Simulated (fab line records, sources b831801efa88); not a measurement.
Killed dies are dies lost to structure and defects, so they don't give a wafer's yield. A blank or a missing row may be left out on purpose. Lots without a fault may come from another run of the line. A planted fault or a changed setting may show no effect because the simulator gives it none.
Chamber matching | flow gf180mcu | GF_HV_LDD_ETCHBACK_58 on rie_diel-02: 4 sister chambers
The step etches Si3N4 in CH3F/O2, stops on SiO2, time 100 s, target depth 90 nm. 4 wafers are shown with their chamber, then 8 later ones without.

WAFERS WITH THEIR CHAMBER
wafer  | chamber | drypump_motor_current_A (A)
L897.3 | 2       | 5.7
L897.4 | 0       | 6.4
L899.5 | 3       | 5.2
L900.1 | 1       | 6.4

WAFERS WITHOUT THEIR CHAMBER
wafer  | drypump_motor_current_A (A)
L900.4 | 5.7
L900.5 | 5.3
L902.1 | 6.4
L902.2 | 6.4
L902.4 | 6.4
L909.1 | 5.2
L909.4 | 6.4
L909.6 | 6.4

WHICH CHAMBER EACH WENT THROUGH
wafer  | from the rows above     | in truth
L900.4 | 2                       | 2
L900.5 | 3                       | 3
L902.1 | can't be placed: 0 or 1 | 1
L902.2 | can't be placed: 0 or 1 | 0
L902.4 | can't be placed: 0 or 1 | 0
L909.1 | 3                       | 3
L909.4 | can't be placed: 0 or 1 | 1
L909.6 | can't be placed: 0 or 1 | 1
Placed correctly: 3 of 8. Can't be placed from these rows: 5 (the true chamber is among the candidates in 5). Placed wrongly: 0.
How it was worked out, from the rows above alone: a wafer's distance from a chamber is the root of the sum, over the readings, of the square of ((its reading less the chamber's mean) divided by the reading's scatter). The wafer belongs to the nearest chamber; if the next one is less than 2 further off, it can't be placed. A chamber's mean is the mean of its shown wafers. The scatter: with one shown wafer a chamber, the root of the mean of the squares of how far each hidden wafer lies from its nearest shown one.
